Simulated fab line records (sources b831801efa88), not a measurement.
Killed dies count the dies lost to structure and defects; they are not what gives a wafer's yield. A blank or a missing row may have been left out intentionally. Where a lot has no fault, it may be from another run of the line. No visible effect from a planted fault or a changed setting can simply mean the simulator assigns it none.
fab line records :: flow sky130
[record]
  lots = 5
  wafers = 15
  last_day = 48
route steps=708 shown NWELL@61
lots with no fault: from the same line, run without faults
start_h: the number of hours between the record's first day and the start of the first shown wafer of the lot :: wait_h: how many hours have passed since the lot's step before this one :: " identical to the entry in the row above :: L1.1+2: a single row standing in for several wafers :: - either no value or no given start :: * or withheld: withheld :: < > ~ a bound
route shown NAME@n: names a module that has steps shown in the file, with the first one's number in the route :: usual: mean/standard deviation taken from wafers without a fault :: same: alike in all rows :: chamber/n: place in a boat :: sites: the reading at each site :: _std_site: their standard deviation :: _edge_site: mean of outer sites minus mean of inner sites :: radius_mm: how far each site lies from the wafer's centre :: mask NAME#n: copy n :: behind: tool/chamber where the wafer was last shaped :: hold: what put the lot on hold/how long, in hours/how the hold closed :: device: which transistor (n, p or np) failed to switch :: end of line: the same wafers' tests at the end of the route :: for a step that has no rows: nothing shown but its recipe :: killed: at the first sort, the dies lost to defects and structure; wafer yield is something else :: map: shows each die of a wafer: x if killed, . if not, _ if none is there
set.NAME: setting as actually run; set.NAME@STEP: the setting as run at that earlier step :: model.NAME: the simulator's own value behind a step, which no gauge read
lots at some steps of the route; a table a step, a row a wafer
services: the hour from which a tool's chamber was out of use, counted from the record's first day as start_h (under 0 if before that day), plus the number of hours and why
[[steps]]
[step SKY_NWELL_PEB_08]
[recipe]
  temp_c = 115
  time_s = withheld
[step SKY_NWELL_DEVELOP_09]
[recipe]
  wall_angle_deg = 90
  developer = TMAH
  develop_time_s = 60
  dev_temp_c = 23
[step SKY_NWELL_OVL_MEAS_10]
[usual]
  NWELL_00_OVL = -0.7/1.5
lot.wafer: L881.2
tool: overlay-01
chamber: -
start_h: 100.21
wait_h: -
NWELL_00_OVL[nm]: -1.8

lot.wafer: L881.3
tool: overlay-01
chamber: -
start_h: 100.21
wait_h: -
NWELL_00_OVL[nm]: -2.4

lot.wafer: L881.4
tool: overlay-01
chamber: -
start_h: 100.21
wait_h: -
NWELL_00_OVL[nm]: -3.9

lot.wafer: L882.4
tool: overlay-01
chamber: -
start_h: 105.52
wait_h: -
NWELL_00_OVL[nm]: -1.0

lot.wafer: L882.5
tool: overlay-01
chamber: -
start_h: 105.52
wait_h: -
NWELL_00_OVL[nm]: 2.0

lot.wafer: L882.6
tool: overlay-01
chamber: -
start_h: 105.52
wait_h: -
NWELL_00_OVL[nm]: 1.1

lot.wafer: L883.1
tool: overlay-01
chamber: -
start_h: 132.25
wait_h: -
NWELL_00_OVL[nm]: -0.6

lot.wafer: L883.3
tool: overlay-01
chamber: -
start_h: 132.25
wait_h: -
NWELL_00_OVL[nm]: -0.5

lot.wafer: L883.4
tool: overlay-01
chamber: -
start_h: 132.25
wait_h: -
NWELL_00_OVL[nm]: 1.2

lot.wafer: L889.1
tool: overlay-02
chamber: -
start_h: 153.00
wait_h: -
NWELL_00_OVL[nm]: -1.5

lot.wafer: L889.2
tool: overlay-02
chamber: -
start_h: 153.00
wait_h: -
NWELL_00_OVL[nm]: -1.8

lot.wafer: L889.3
tool: overlay-02
chamber: -
start_h: 153.00
wait_h: -
NWELL_00_OVL[nm]: -2.3

lot.wafer: L891.1
tool: overlay-02
chamber: -
start_h: 157.60
wait_h: -
NWELL_00_OVL[nm]: -0.7

lot.wafer: L891.3
tool: overlay-02
chamber: -
start_h: 157.60
wait_h: -
NWELL_00_OVL[nm]: -0.1

lot.wafer: L891.6
tool: overlay-02
chamber: -
start_h: 157.60
wait_h: -
NWELL_00_OVL[nm]: 0.0
[step SKY_NWELL_IMPLANT_11]
[recipe]
  species = P
  energy_kev = 400
  dose_cm2 = 1.9e+13
  tilt_deg = withheld
[step SKY_NWELL_IMPLANT_12]
[recipe]
  species = P
  energy_kev = 122.3
  dose_cm2 = 1.3e+12
  tilt_deg = withheld
[step SKY_NWELL_IMPLANT_13]
[recipe]
  species = P
  energy_kev = 50
  dose_cm2 = 7e+11
  tilt_deg = withheld
[step SKY_NWELL_STRIP_14]
[recipe]
  chemistry = O2/N2
  power_w = 1400
  pressure_mtorr = 1500
  platen_temp_c = withheld
  o2_flow_sccm = 3000
  n2_flow_sccm = 300
  overash_fraction = 0.5
[usual]
  drypump_motor_current_A = 5.5/0.33
  oes_product_au = 0.722/0.0043
  strip_time_to_endpoint_s = 36.96/0.089
lot.wafer: L881.2
tool: plasma_asher-03
chamber: 0
start_h: 100.69
wait_h: 0.1
drypump_motor_current_A: 5.4
oes_product_au: 0.715
rf_hours_counter_h: 46
strip_time_to_endpoint_s: 37.02

lot.wafer: L881.3
tool: plasma_asher-03
chamber: 1
start_h: 100.69
wait_h: 0.1
drypump_motor_current_A: 5.5
oes_product_au: 0.727
rf_hours_counter_h: -
strip_time_to_endpoint_s: 37.00

lot.wafer: L881.4
tool: plasma_asher-03
chamber: 0
start_h: 100.69
wait_h: 0.1
drypump_motor_current_A: 5.4
oes_product_au: 0.731
rf_hours_counter_h: -
strip_time_to_endpoint_s: 37.03

lot.wafer: L882.4
tool: plasma_asher-02
chamber: 1
start_h: 106.02
wait_h: 0.1
drypump_motor_current_A: 5.0
oes_product_au: 0.721
rf_hours_counter_h: -
strip_time_to_endpoint_s: 36.89

lot.wafer: L882.5
tool: plasma_asher-02
chamber: 1
start_h: 106.02
wait_h: 0.1
drypump_motor_current_A: 5.0
oes_product_au: 0.721
rf_hours_counter_h: -
strip_time_to_endpoint_s: 36.89

lot.wafer: L882.6
tool: plasma_asher-02
chamber: 0
start_h: 106.02
wait_h: 0.1
drypump_motor_current_A: 6.0
oes_product_au: 0.720
rf_hours_counter_h: -
strip_time_to_endpoint_s: 36.95

lot.wafer: L883.1
tool: plasma_asher-03
chamber: 0
start_h: 132.74
wait_h: 0.1
drypump_motor_current_A: 5.4
oes_product_au: 0.715
rf_hours_counter_h: 1
strip_time_to_endpoint_s: 36.87

lot.wafer: L883.3
tool: plasma_asher-03
chamber: 1
start_h: 132.74
wait_h: 0.1
drypump_motor_current_A: 5.5
oes_product_au: 0.722
rf_hours_counter_h: -
strip_time_to_endpoint_s: 36.88

lot.wafer: L883.4
tool: plasma_asher-03
chamber: 0
start_h: 132.74
wait_h: 0.1
drypump_motor_current_A: 5.4
oes_product_au: 0.732
rf_hours_counter_h: -
strip_time_to_endpoint_s: 36.97

lot.wafer: L889.1
tool: plasma_asher-03
chamber: 0
start_h: 153.49
wait_h: 0.1
drypump_motor_current_A: 5.4
oes_product_au: 0.723
rf_hours_counter_h: 3
strip_time_to_endpoint_s: 37.06

lot.wafer: L889.2
tool: plasma_asher-03
chamber: 1
start_h: 153.49
wait_h: 0.1
drypump_motor_current_A: 5.5
oes_product_au: 0.728
rf_hours_counter_h: 3
strip_time_to_endpoint_s: 37.02

lot.wafer: L889.3
tool: plasma_asher-03
chamber: 1
start_h: 153.49
wait_h: 0.1
drypump_motor_current_A: 5.5
oes_product_au: 0.724
rf_hours_counter_h: -
strip_time_to_endpoint_s: 36.91

lot.wafer: L891.1
tool: plasma_asher-01
chamber: 1
start_h: 158.09
wait_h: 0.1
drypump_motor_current_A: 5.9
oes_product_au: 0.728
rf_hours_counter_h: 35
strip_time_to_endpoint_s: 36.80

lot.wafer: L891.3
tool: plasma_asher-01
chamber: 1
start_h: 158.09
wait_h: 0.1
drypump_motor_current_A: 5.9
oes_product_au: 0.722
rf_hours_counter_h: -
strip_time_to_endpoint_s: 36.83

lot.wafer: L891.6
tool: plasma_asher-01
chamber: 1
start_h: 158.09
wait_h: 0.1
drypump_motor_current_A: 5.9
oes_product_au: 0.720
rf_hours_counter_h: -
strip_time_to_endpoint_s: 36.85
[step SKY_NWELL_TW_MEAS_15]
[usual]
  NWELL_TW = 1816/10
lot.wafer: L881.2
tool: film_metro-02
chamber: -
start_h: 100.80
wait_h: 0.1
NWELL_TW: 1823

lot.wafer: L881.3
tool: film_metro-02
chamber: -
start_h: 100.80
wait_h: 0.1
NWELL_TW: 1827

lot.wafer: L881.4
tool: film_metro-02
chamber: -
start_h: 100.80
wait_h: 0.1
NWELL_TW: 1813

lot.wafer: L882.4
tool: film_metro-01
chamber: -
start_h: 106.12
wait_h: 0.1
NWELL_TW: 1819

lot.wafer: L882.5
tool: film_metro-01
chamber: -
start_h: 106.12
wait_h: 0.1
NWELL_TW: 1820

lot.wafer: L882.6
tool: film_metro-01
chamber: -
start_h: 106.12
wait_h: 0.1
NWELL_TW: 1822

lot.wafer: L883.1
tool: film_metro-02
chamber: -
start_h: 132.84
wait_h: 0.1
NWELL_TW: 1830

lot.wafer: L883.3
tool: film_metro-02
chamber: -
start_h: 132.84
wait_h: 0.1
NWELL_TW: 1825

lot.wafer: L883.4
tool: film_metro-02
chamber: -
start_h: 132.84
wait_h: 0.1
NWELL_TW: 1827

lot.wafer: L889.1
tool: film_metro-01
chamber: -
start_h: 153.59
wait_h: 0.1
NWELL_TW: 1823

lot.wafer: L889.2
tool: film_metro-01
chamber: -
start_h: 153.59
wait_h: 0.1
NWELL_TW: 1834

lot.wafer: L889.3
tool: film_metro-01
chamber: -
start_h: 153.59
wait_h: 0.1
NWELL_TW: 1836

lot.wafer: L891.1
tool: film_metro-02
chamber: -
start_h: 158.19
wait_h: 0.1
NWELL_TW: 1819

lot.wafer: L891.3
tool: film_metro-02
chamber: -
start_h: 158.19
wait_h: 0.1
NWELL_TW: 1825

lot.wafer: L891.6
tool: film_metro-02
chamber: -
start_h: 158.19
wait_h: 0.1
NWELL_TW: 1815
[step SKY_NWELL_DEHYDRATE_16]
[recipe]
  temp_c = 200
  time_s = 60
[step SKY_NWELL_HMDS_17]
[recipe]
  prime_time_s = 60
  prime_temp_c = 120
[step SKY_NWELL_COAT_18]
[recipe]
  spin_rpm = 2000
  resist_thk_nm = 3000
[step SKY_NWELL_SOFTBAKE_19]
[recipe]
  temp_c = 110
  time_s = withheld
[step SKY_NWELL_EXPOSE_20]
[recipe]
  mask_id = NWM_COMPLEMENT
  na = 0.6
  source_shape = conventional
  sigma_outer = 0.6
  polarization = unpolarized
  target_cd_nm = 840
  dose_mj = 260
[usual]
  reticle_temp_C = 22.99/0.098
lot.wafer: L881.2
tool: iline_stepper-01
chamber: 0
start_h: 110.24
wait_h: -
mask: NWM_COMPLEMENT#0
reticle_temp_C: 22.89

lot.wafer: L881.3
tool: iline_stepper-01
chamber: 0
start_h: 110.24
wait_h: -
mask: NWM_COMPLEMENT#0
reticle_temp_C: 22.96

lot.wafer: L881.4
tool: iline_stepper-01
chamber: 0
start_h: 110.24
wait_h: -
mask: NWM_COMPLEMENT#0
reticle_temp_C: 22.94

lot.wafer: L882.4
tool: iline_stepper-01
chamber: 0
start_h: 115.02
wait_h: -
mask: NWM_COMPLEMENT_R1#0
reticle_temp_C: 22.94

lot.wafer: L882.5
tool: iline_stepper-01
chamber: 0
start_h: 115.02
wait_h: -
mask: NWM_COMPLEMENT_R1#0
reticle_temp_C: 23.07

lot.wafer: L882.6
tool: iline_stepper-01
chamber: 0
start_h: 115.02
wait_h: -
mask: NWM_COMPLEMENT_R1#0
reticle_temp_C: 23.01

lot.wafer: L883.1
tool: iline_stepper-02
chamber: 0
start_h: 141.90
wait_h: -
mask: NWM_COMPLEMENT#0
reticle_temp_C: 23.05

lot.wafer: L883.3
tool: iline_stepper-02
chamber: 0
start_h: 141.90
wait_h: -
mask: NWM_COMPLEMENT#0
reticle_temp_C: 23.07

lot.wafer: L883.4
tool: iline_stepper-02
chamber: 0
start_h: 141.90
wait_h: -
mask: NWM_COMPLEMENT#0
reticle_temp_C: 23.02

lot.wafer: L889.1
tool: iline_stepper-02
chamber: 0
start_h: 163.11
wait_h: -
mask: NWM_COMPLEMENT#0
reticle_temp_C: 23.05

lot.wafer: L889.2
tool: iline_stepper-02
chamber: 0
start_h: 163.11
wait_h: -
mask: NWM_COMPLEMENT#0
reticle_temp_C: 23.04

lot.wafer: L889.3
tool: iline_stepper-02
chamber: 0
start_h: 163.11
wait_h: -
mask: NWM_COMPLEMENT#0
reticle_temp_C: 22.99

lot.wafer: L891.1
tool: iline_stepper-01
chamber: 0
start_h: 168.64
wait_h: -
mask: NWM_COMPLEMENT#0
reticle_temp_C: 22.88

lot.wafer: L891.3
tool: iline_stepper-01
chamber: 0
start_h: 168.64
wait_h: -
mask: NWM_COMPLEMENT#0
reticle_temp_C: 22.84

lot.wafer: L891.6
tool: iline_stepper-01
chamber: 0
start_h: 168.64
wait_h: -
mask: NWM_COMPLEMENT#0
reticle_temp_C: 22.89
[step SKY_NWELL_PEB_21]
[recipe]
  temp_c = 115
  time_s = withheld
[[services]]
tool: plasma_asher-03
chamber: -
start_h: 108.75
hours: 9.0
kind: pm

tool: plasma_asher-03
chamber: 0
start_h: 108.75
hours: 9.0
kind: vent_cycle

tool: plasma_asher-03
chamber: 1
start_h: 108.75
hours: 9.0
kind: vent_cycle

tool: iline_stepper-01
chamber: -
start_h: 116.61
hours: 8.9
kind: pm

tool: plasma_asher-03
chamber: 0
start_h: 117.75
hours: -
kind: clean

tool: plasma_asher-03
chamber: 1
start_h: 117.75
hours: -
kind: clean

tool: iline_stepper-02
chamber: -
start_h: 125.70
hours: 4.4
kind: pm

tool: iline_stepper-02
chamber: 0
start_h: 134.32
hours: -
kind: calibration

tool: plasma_asher-01
chamber: -
start_h: 145.14
hours: 5.5
kind: repair

tool: iline_stepper-02
chamber: -
start_h: 158.26
hours: 1.7
kind: pm
[[key]]
[first_sign]
  step = SKY_NWELL_EXPOSE_20
  reading = mask
  direction = changed
effect none on later readings
met_at SKY_NWELL_EXPOSE_20
struck_wafers L882.4,L882.5,L882.6
sort_left_out L882.4,L882.5,L882.6
tester_left_out L882
onset_between 110.24 115.02
[fault]
  kind = wrong_mask
  tool = any
  chamber = -
  onset_h = 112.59
  steps = SKY_NWELL_EXPOSE_20
  aux_copy = NWM_COMPLEMENT_R1#0
  cd_offset_nm = -168
  scope = struck_lots_only
// tester_left_out: of these lots the tester's yield and bins aren't shown, on N5 and GAA mostly nor the transistor test; their killed dies are dies lost to structure and defects alone, not to doping, threshold or leakage, so they don't give the yield
// sort_left_out: the simulated sort isn't trusted on such a fault, so these wafers' sort isn't shown, and their yield isn't known
